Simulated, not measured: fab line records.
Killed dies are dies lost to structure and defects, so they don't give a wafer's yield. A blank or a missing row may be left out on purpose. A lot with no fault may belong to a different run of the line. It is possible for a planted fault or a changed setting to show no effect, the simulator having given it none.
fab line records | flow gf180mcu
record lots=12 | wafers=36 | last_day=34
route steps=602 shown STI@26 HV_LDD@222
lots with no fault: from the same line, run without faults
start_h: hours from the record's first day to the start of the lot's first wafer shown | wait_h: hours elapsed since this lot's preceding step | " the same as in the row above | L1.1+2: one row covering several wafers at once | - no value, or no start was given | * or withheld: withheld | < > ~ a bound
route shown NAME@n: a module of which the file shows steps, and the number in the route of the first | usual: the fault-free wafers' mean and standard deviation | same: alike in all rows | chamber/n: place in a boat | sites: the reading at each site | _std_site: the standard deviation of these | _edge_site: outer sites' mean less inner sites' | radius_mm: for every site, how far away it sits from the centre of the wafer | mask NAME#n: copy n | behind: the tool/chamber that last shaped the wafer | hold: why the lot was held/for how many hours/how that ended | device: the transistor (n, p or np) that didn't switch | end of line: the same wafers' tests at the end of the route | step lacking rows: just its recipe | killed: at the first sort, the dies lost to defects and structure; wafer yield is something else | map: the dies of a wafer, with x for killed, . for not killed, _ for no die there
set.NAME: the setting as run; set.NAME@STEP: as run at that earlier step | model.NAME: the simulator's own value behind a step, which no gauge read
steps of the route over a sample of lots; a table a step, a row a wafer
services: a tool's chamber out of use, with start hour (start_h, from the record's first day; less than 0 if before it), hours out, and reason
## steps
# step GF_STI_CMP_25
# recipe stop_on=Si3N4 | t_overpolish_s=33 | down_force_psi=4 | platen_rpm=60 | target_thk_nm=524.6 | pad_velocity_m_s=0.94248
# usual motor_current_A=12.4/0.93 | overpolish_run_s=33.000/0.0079 | time_to_endpoint_s=122/4.8
# same t_overpolish_s=33
lot.wafer | tool   | chamber | start_h | wait_h | motor_current_A | overpolish_run_s | time_to_endpoint_s
L635.2    | cmp-02 | 3       | 37.85   | 0.1    | 12.8            | 33.000           | 124
L635.3    | "      | 0       | "       | "      | 12.8            | 32.989           | 129
L635.6    | "      | 2       | "       | "      | 12.5            | 32.994           | 121
L636.4    | cmp-02 | 3       | 42.91   | 0.0    | 12.3            | 33.000           | 125
L636.6    | "      | 3       | "       | "      | 13.1            | 32.994           | 125
L636.5    | "      | 0       | "       | "      | 11.7            | 32.994           | 128
L637.2    | cmp-02 | 0       | 47.84   | 0.1    | 13.3            | 33.013           | 133
L637.1    | "      | 1       | "       | "      | 12.1            | 32.993           | 123
L637.5    | "      | 0       | "       | "      | 12.5            | 33.005           | 128
L639.4    | cmp-02 | 3       | 58.88   | 0.0    | 12.1            | 32.996           | 128
L639.2    | "      | 0       | "       | "      | 12.6            | 32.999           | 133
L639.5    | "      | 0       | "       | "      | 12.5            | 33.009           | 129
L641.2    | cmp-01 | 3       | 69.58   | 0.1    | 11.2            | 33.003           | 122
L641.4    | "      | 0       | "       | "      | 13.9            | 33.001           | 115
L641.6    | "      | 2       | "       | "      | 13.3            | 32.999           | 117
L642.3    | cmp-02 | 2       | 74.20   | 0.0    | 12.4            | 33.006           | 124
L642.4    | "      | 1       | "       | "      | 12.3            | 32.995           | 127
L642.6    | "      | 2       | "       | "      | 12.0            | 33.005           | 120
L647.4    | cmp-02 | 3       | 99.71   | 0.1    | 13.3            | 32.997           | 123
L647.2    | "      | 0       | "       | "      | 12.5            | 32.990           | 123
L647.5    | "      | 2       | "       | "      | 12.3            | 33.004           | 111
L648.1    | cmp-02 | 0       | 105.04  | 0.1    | 11.8            | 32.995           | 127
L648.2    | "      | 2       | "       | "      | 12.9            | 32.996           | 115
L648.5    | "      | 3       | "       | "      | 12.8            | 33.004           | 124
L651.3    | cmp-01 | 0       | 123.09  | 0.0    | 14.2            | 33.005           | 114
L651.1    | "      | 2       | "       | "      | 12.9            | 33.013           | 115
L651.5    | "      | 0       | "       | "      | 14.4            | 32.998           | 113
L654.3    | cmp-01 | 0       | 135.56  | 0.1    | 14.1            | 33.005           | 114
L654.2    | "      | 2       | "       | "      | 12.8            | 32.995           | 122
L654.5    | "      | 0       | "       | "      | 13.9            | 32.997           | 112
L655.1    | cmp-02 | 2       | 140.68  | 0.1    | 12.2            | 33.001           | 118
L655.3    | "      | 1       | "       | "      | 12.2            | 32.998           | 124
L655.5    | "      | 2       | "       | "      | 12.2            | 33.006           | 121
L656.4    | cmp-01 | 1       | 147.84  | 0.0    | 11.1            | 33.005           | 124
L656.3    | "      | 3       | "       | "      | 11.2            | 33.004           | 118
L656.1    | "      | 0       | "       | "      | 13.9            | 33.011           | 117
# step GF_STI_THK_MEAS_30
# recipe reads=SiO2_of_STI_OXIDATION_29
# usual STI_OXIDATION_02_THK=10.02/0.15
lot.wafer | tool          | chamber | start_h | wait_h | STI_OXIDATION_02_THK[nm]
L635.2    | film_metro-01 | -       | 40.15   | 0.0    | 9.91
L635.3    | "             | -       | "       | "      | 10.02
L635.6    | "             | -       | "       | "      | 9.91
L636.4    | film_metro-01 | -       | 45.99   | 0.0    | 9.93
L636.5    | "             | -       | "       | "      | 9.96
L636.6    | "             | -       | "       | "      | 10.09
L637.1    | film_metro-03 | -       | 50.09   | 0.0    | 10.10
L637.2    | "             | -       | "       | "      | 10.09
L637.5    | "             | -       | "       | "      | 9.98
L639.2    | film_metro-03 | -       | 61.19   | 0.0    | 10.21
L639.4    | "             | -       | "       | "      | 10.15
L639.5    | "             | -       | "       | "      | 10.15
L641.2    | film_metro-03 | -       | 72.89   | 0.0    | 9.89
L641.4    | "             | -       | "       | "      | 9.94
L641.6    | "             | -       | "       | "      | 9.90
L642.3    | film_metro-03 | -       | 76.67   | 0.0    | 10.22
L642.4    | "             | -       | "       | "      | 10.24
L642.6    | "             | -       | "       | "      | 10.12
L647.2    | film_metro-03 | -       | 103.67  | 0.0    | 10.00
L647.4    | "             | -       | "       | "      | 10.08
L647.5    | "             | -       | "       | "      | 10.16
L648.1    | film_metro-03 | -       | 107.70  | 0.0    | 9.99
L648.2    | "             | -       | "       | "      | 10.03
L648.5    | "             | -       | "       | "      | 9.81
L651.1    | film_metro-03 | -       | 127.32  | 0.0    | 9.97
L651.3    | "             | -       | "       | "      | 9.93
L651.5    | "             | -       | "       | "      | 10.08
L654.2    | film_metro-01 | -       | 137.85  | 0.0    | 9.83
L654.3    | "             | -       | "       | "      | 9.84
L654.5    | "             | -       | "       | "      | 9.82
L655.1    | film_metro-03 | -       | 143.02  | 0.0    | 9.89
L655.3    | "             | -       | "       | "      | 10.04
L655.5    | "             | -       | "       | "      | 9.83
L656.1    | film_metro-01 | -       | 151.26  | 0.0    | 10.17
L656.3    | "             | -       | "       | "      | 10.11
L656.4    | "             | -       | "       | "      | 10.26
# step GF_HV_LDD_CD_MEAS_46
# recipe target_cd_nm=400
# usual cd_nm=400.0/2
lot.wafer | tool      | chamber | start_h | wait_h | cd_nm
L635.2    | cd_sem-02 | -       | 291.37  | 0.1    | 399.3
L635.3    | "         | -       | "       | "      | 401.0
L635.6    | "         | -       | "       | "      | 402.8
L636.4    | cd_sem-01 | -       | 295.93  | 0.1    | 399.5
L636.5    | "         | -       | "       | "      | 397.8
L636.6    | "         | -       | "       | "      | 399.7
L637.1    | cd_sem-02 | -       | 304.95  | 0.1    | 403.2
L637.2    | "         | -       | "       | "      | 402.3
L637.5    | "         | -       | "       | "      | 400.6
L639.2    | cd_sem-02 | -       | 322.42  | 0.1    | 398.6
L639.4    | "         | -       | "       | "      | 398.8
L639.5    | "         | -       | "       | "      | 399.0
L641.2    | cd_sem-02 | -       | 338.14  | 0.1    | 398.2
L641.4    | "         | -       | "       | "      | 399.3
L641.6    | "         | -       | "       | "      | 400.4
L642.3    | cd_sem-02 | -       | 345.01  | 0.1    | 400.9
L642.4    | "         | -       | "       | "      | 402.9
L642.6    | "         | -       | "       | "      | 401.8
L647.2    | cd_sem-01 | -       | 387.51  | 0.1    | 401.7
L647.4    | "         | -       | "       | "      | 400.1
L647.5    | "         | -       | "       | "      | 400.0
L648.1    | cd_sem-01 | -       | 396.84  | 0.1    | 401.1
L648.2    | "         | -       | "       | "      | 400.1
L648.5    | "         | -       | "       | "      | 403.4
L651.1    | cd_sem-01 | -       | 426.40  | 0.1    | 399.0
L651.3    | "         | -       | "       | "      | 398.3
L651.5    | "         | -       | "       | "      | 397.0
L654.2    | cd_sem-01 | -       | 445.64  | 0.1    | 398.2
L654.3    | "         | -       | "       | "      | 400.6
L654.5    | "         | -       | "       | "      | 397.0
L655.1    | cd_sem-01 | -       | 461.49  | 0.1    | 399.5
L655.3    | "         | -       | "       | "      | 401.9
L655.5    | "         | -       | "       | "      | 400.3
L656.1    | cd_sem-02 | -       | 461.66  | 0.1    | 399.7
L656.3    | "         | -       | "       | "      | 401.8
L656.4    | "         | -       | "       | "      | 399.9
# step GF_HV_LDD_CVD_56
# recipe material=Si3N4 | precursor=DCS/NH3 | target_thk_nm=90 | temp_c=770 | time_s=1543 | pressure_mtorr=250
# usual spike_tc_centre_C=770.6/1.2
lot.wafer | tool     | chamber | start_h | wait_h | spike_tc_centre_C
L635.2    | lpcvd-02 | 0       | 293.14  | 0.0    | 770.6
L635.3    | "        | 0       | "       | "      | 768.7
L635.6    | "        | 0       | "       | "      | 771.2
L636.4    | lpcvd-02 | 0       | 298.97  | 1.3    | 770.9
L636.5    | "        | 0       | "       | "      | 769.6
L636.6    | "        | 0       | "       | "      | 771.7
L637.1    | lpcvd-02 | 0       | 306.76  | 0.1    | 770.6
L637.2    | "        | 0       | "       | "      | 769.1
L637.5    | "        | 0       | "       | "      | 771.5
L639.2    | lpcvd-01 | 1       | 324.19  | 0.1    | 771.2
L639.4    | "        | 1       | "       | "      | 769.9
L639.5    | "        | 1       | "       | "      | 767.3
L641.2    | lpcvd-01 | 0       | 339.91  | 0.0    | 771.6
L641.4    | "        | 0       | "       | "      | 770.1
L641.6    | "        | 0       | "       | "      | 771.2
L642.3    | lpcvd-01 | 0       | 346.75  | 0.0    | 770.2
L642.4    | "        | 0       | "       | "      | 772.1
L642.6    | "        | 0       | "       | "      | 771.0
L647.2    | lpcvd-01 | 0       | 389.64  | 0.0    | 773.0
L647.4    | "        | 0       | "       | "      | 772.1
L647.5    | "        | 0       | "       | "      | 771.6
L648.1    | lpcvd-01 | 0       | 398.63  | 0.1    | 771.7
L648.2    | "        | 0       | "       | "      | 772.5
L648.5    | "        | 0       | "       | "      | 772.0
L651.1    | lpcvd-02 | 0       | 428.76  | 0.1    | 771.5
L651.3    | "        | 0       | "       | "      | 772.1
L651.5    | "        | 0       | "       | "      | 769.8
L654.2    | lpcvd-02 | 0       | 447.91  | 0.0    | 770.5
L654.3    | "        | 0       | "       | "      | 769.0
L654.5    | "        | 0       | "       | "      | 771.1
L656.1    | lpcvd-01 | 1       | 463.73  | 0.3    | 768.8
L656.3    | "        | 1       | "       | "      | 770.0
L656.4    | "        | 1       | "       | "      | 771.0
L655.1    | lpcvd-02 | 1       | 464.72  | 1.0    | 770.8
L655.3    | "        | 1       | "       | "      | 770.0
L655.5    | "        | 1       | "       | "      | 771.8
# step GF_HV_LDD_THK_MEAS_57
# recipe reads=Si3N4_of_HV_LDD_CVD_56
# usual HV_LDD_CVD_56_THK=89.9/1
lot.wafer | tool          | chamber | start_h | wait_h | HV_LDD_CVD_56_THK[nm]
L635.2    | film_metro-04 | -       | 294.58  | 0.0    | 89.1
L635.3    | "             | -       | "       | "      | 89.3
L635.6    | "             | -       | "       | "      | 89.4
L636.4    | film_metro-01 | -       | 300.43  | 0.0    | 89.1
L636.5    | "             | -       | "       | "      | 89.3
L636.6    | "             | -       | "       | "      | 89.3
L637.1    | film_metro-02 | -       | 308.19  | 0.0    | 89.9
L637.2    | "             | -       | "       | "      | 90.6
L637.5    | "             | -       | "       | "      | 89.8
L639.2    | film_metro-01 | -       | 325.63  | 0.0    | 91.1
L639.4    | "             | -       | "       | "      | 90.4
L639.5    | "             | -       | "       | "      | 90.3
L641.2    | film_metro-02 | -       | 341.35  | 0.0    | 90.9
L641.4    | "             | -       | "       | "      | 90.4
L641.6    | "             | -       | "       | "      | 90.7
L642.3    | film_metro-02 | -       | 348.20  | 0.0    | 93.1
L642.4    | "             | -       | "       | "      | 93.0
L642.6    | "             | -       | "       | "      | 93.0
L647.2    | film_metro-01 | -       | 391.08  | 0.0    | 83.7
L647.4    | "             | -       | "       | "      | 82.5
L647.5    | "             | -       | "       | "      | 83.3
L648.1    | film_metro-02 | -       | 400.06  | 0.0    | 81.9
L648.2    | "             | -       | "       | "      | 81.7
L648.5    | "             | -       | "       | "      | 81.4
L651.1    | film_metro-01 | -       | 430.19  | 0.0    | 88.6
L651.3    | "             | -       | "       | "      | 88.2
L651.5    | "             | -       | "       | "      | 87.7
L654.2    | film_metro-01 | -       | 449.35  | 0.0    | 89.9
L654.3    | "             | -       | "       | "      | 90.0
L654.5    | "             | -       | "       | "      | 89.4
L656.1    | film_metro-01 | -       | 465.87  | 0.0    | 89.8
L656.3    | "             | -       | "       | "      | 89.9
L656.4    | "             | -       | "       | "      | 90.3
L655.1    | film_metro-04 | -       | 466.15  | 0.0    | 89.9
L655.3    | "             | -       | "       | "      | 89.8
L655.5    | "             | -       | "       | "      | 89.2
# step GF_HV_LDD_ETCHBACK_58
# recipe chemistry=CH3F/O2 | target=Si3N4 | stop_on=SiO2 | source_w=400 | bias_w=80 | pressure_mtorr=25 | ch3f_flow_sccm=40 | O2_flow_sccm=30 | time_s=100 | target_depth_a=900
# usual ch3f_flow_sccm=40.01/0.12 | drypump_motor_current_A=5.6/0.39 | oes_product_au=0.842/0.0069 | throttle_valve_pct=10.561/0.0089
lot.wafer | tool        | chamber | start_h | wait_h | ch3f_flow_sccm | drypump_motor_current_A | oes_product_au | rf_hours_counter_h | throttle_valve_pct
L635.2    | rie_diel-02 | 1       | 294.63  | 0.0    | 40.13          | 5.5                     | 0.848          | 111                | 10.554
L635.3    | "           | 2       | "       | "      | 40.00          | 6.1                     | 0.833          | 11                 | 10.551
L635.6    | "           | 2       | "       | "      | 40.03          | 6.1                     | 0.842          | -                  | 10.558
L636.4    | rie_diel-01 | 2       | 300.46  | 0.0    | 39.95          | 5.8                     | 0.830          | 82                 | 10.566
L636.5    | "           | 3       | "       | "      | 40.01          | 4.8                     | 0.845          | -                  | 10.570
L636.6    | "           | 0       | "       | "      | 39.94          | 5.8                     | 0.837          | -                  | 10.571
L637.1    | rie_diel-01 | 2       | 308.25  | 0.1    | 39.99          | 5.8                     | 0.847          | 82                 | 10.562
L637.2    | "           | 0       | "       | "      | 40.02          | 5.8                     | 0.842          | 72                 | 10.572
L637.5    | "           | 0       | "       | "      | 39.86          | 5.8                     | 0.847          | -                  | 10.561
L639.2    | rie_diel-03 | 2       | 325.68  | 0.0    | 40.03          | 5.4                     | 0.860          | 10                 | 10.567
L639.4    | "           | 0       | "       | "      | 40.12          | 5.2                     | 0.842          | 33                 | 10.567
L639.5    | "           | 2       | "       | "      | 39.82          | 5.4                     | 0.843          | -                  | 10.557
L641.2    | rie_diel-02 | 1       | 341.40  | 0.0    | 40.02          | 5.5                     | 0.840          | 112                | 10.558
L641.4    | "           | 2       | "       | "      | 39.66          | 6.1                     | 0.841          | 13                 | 10.554
L641.6    | "           | 3       | "       | "      | 39.95          | 5.4                     | 0.851          | -                  | 10.572
L642.3    | rie_diel-02 | 0       | 348.24  | 0.0    | 40.08          | 6.2                     | 0.861          | 68                 | 10.567
L642.4    | "           | 2       | "       | "      | 40.08          | 6.1                     | 0.860          | 13                 | 10.563
L642.6    | "           | 1       | "       | "      | 40.04          | 5.5                     | 0.858          | -                  | 10.557
L647.2    | rie_diel-03 | 2       | 391.13  | 0.0    | 40.21          | 5.4                     | 0.816          | 12                 | 10.572
L647.4    | "           | 3       | "       | "      | 40.07          | 5.3                     | 0.810          | 6                  | 10.556
L647.5    | "           | 2       | "       | "      | 40.16          | 5.4                     | 0.807          | -                  | 10.564
L648.1    | rie_diel-01 | 0       | 400.12  | 0.1    | 39.82          | 5.8                     | 0.803          | 74                 | 10.556
L648.2    | "           | 3       | "       | "      | 40.10          | 4.8                     | 0.804          | 2                  | 10.550
L648.5    | "           | 3       | "       | "      | 40.19          | 4.8                     | 0.797          | -                  | 10.550
L651.1    | rie_diel-03 | 2       | 430.25  | 0.1    | 40.02          | 5.4                     | 0.833          | 13                 | 10.577
L651.3    | "           | 3       | "       | "      | 39.99          | 5.3                     | 0.830          | 7                  | 10.551
L651.5    | "           | 3       | "       | "      | 40.07          | 5.3                     | 0.837          | -                  | 10.564
L654.2    | rie_diel-03 | 1       | 449.40  | 0.0    | 39.91          | 5.2                     | 0.845          | 12                 | 10.561
L654.3    | "           | 3       | "       | "      | 40.12          | 5.3                     | 0.849          | 8                  | 10.559
L654.5    | "           | 1       | "       | "      | 39.80          | 5.2                     | 0.831          | -                  | 10.559
L656.1    | rie_diel-02 | 1       | 465.93  | 0.1    | 39.94          | 5.6                     | 0.844          | 1                  | 10.590
L656.3    | "           | 0       | "       | "      | 39.87          | 6.2                     | 0.847          | 71                 | 10.583
L656.4    | "           | 2       | "       | "      | 40.02          | 6.1                     | 0.842          | 17                 | 10.561
L655.1    | rie_diel-01 | 0       | 466.21  | 0.1    | 39.90          | 5.8                     | 0.840          | 76                 | 10.564
L655.3    | "           | 2       | "       | "      | 39.87          | 5.8                     | 0.844          | 86                 | 10.560
L655.5    | "           | 1       | "       | "      | 40.06          | 6.0                     | 0.828          | -                  | 10.563
## services
tool        | chamber | start_h | hours | kind
cmp-02      | -       | 14.69   | 2.0   | repair
rie_diel-03 | 2       | 16.61   | 8.9   | repair
lpcvd-02    | -       | 17.30   | 2.2   | repair
rie_diel-02 | 3       | 17.87   | 5.9   | repair
cmp-02      | -       | 18.92   | 1.3   | repair
cmp-01      | -       | 27.93   | 8.2   | pm
cmp-01      | -       | 41.87   | 12.1  | repair
rie_diel-03 | 1       | 42.87   | 16.7  | repair
cmp-01      | -       | 57.09   | 2.6   | repair
cmp-01      | -       | 64.09   | 4.0   | pm
rie_diel-02 | 1       | 68.23   | 5.9   | repair
cmp-02      | -       | 127.98  | 0.3   | repair
cmp-02      | -       | 128.39  | 11.2  | pm
lpcvd-01    | -       | 202.86  | 3.0   | repair
cmp-02      | -       | 211.19  | 4.2   | pm
cmp-02      | -       | 232.04  | 4.0   | pm
cmp-02      | -       | 242.33  | 6.5   | repair
lpcvd-01    | -       | 289.79  | 29.9  | repair
cmp-02      | -       | 298.75  | 1.4   | repair
cmp-02      | -       | 312.45  | 0.4   | repair
lpcvd-02    | -       | 329.83  | 1.5   | repair
cmp-02      | -       | 336.07  | 6.4   | repair
cmp-02      | -       | 336.97  | 6.7   | repair
lpcvd-01    | -       | 458.89  | 0.6   | repair
## key
first_sign step=GF_HV_LDD_THK_MEAS_57 | reading=HV_LDD_CVD_56_THK | direction=down | sigmas=7.5 | usual=89.9 | struck=82.4
effect step=GF_HV_LDD_ETCHBACK_58 | reading=oes_product_au | direction=down | sigmas=5.2 | usual=0.842 | struck=0.806
met_at GF_HV_LDD_CVD_56
struck_lots L647,L648
tester_left_out L647,L648
not_acting_at GF_STI_CMP_25,GF_STI_THK_MEAS_30,GF_HV_LDD_CD_MEAS_46
onset_between 346.75 389.64
fault kind=process_parameter_drift | tool=lpcvd-01 | chamber=- | onset_h=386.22 | steps=GF_HV_LDD_CVD_56 | channel=target_thk_nm | offset=-7.2177 | shape=step | end_h=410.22 | acts_in=these_recipes_only | stated=90
# tester_left_out: of these lots the tester's yield and bins aren't shown, on N5 and GAA mostly nor the transistor test; their killed dies are dies lost to structure and defects alone, not to doping, threshold or leakage, so they don't give the yield
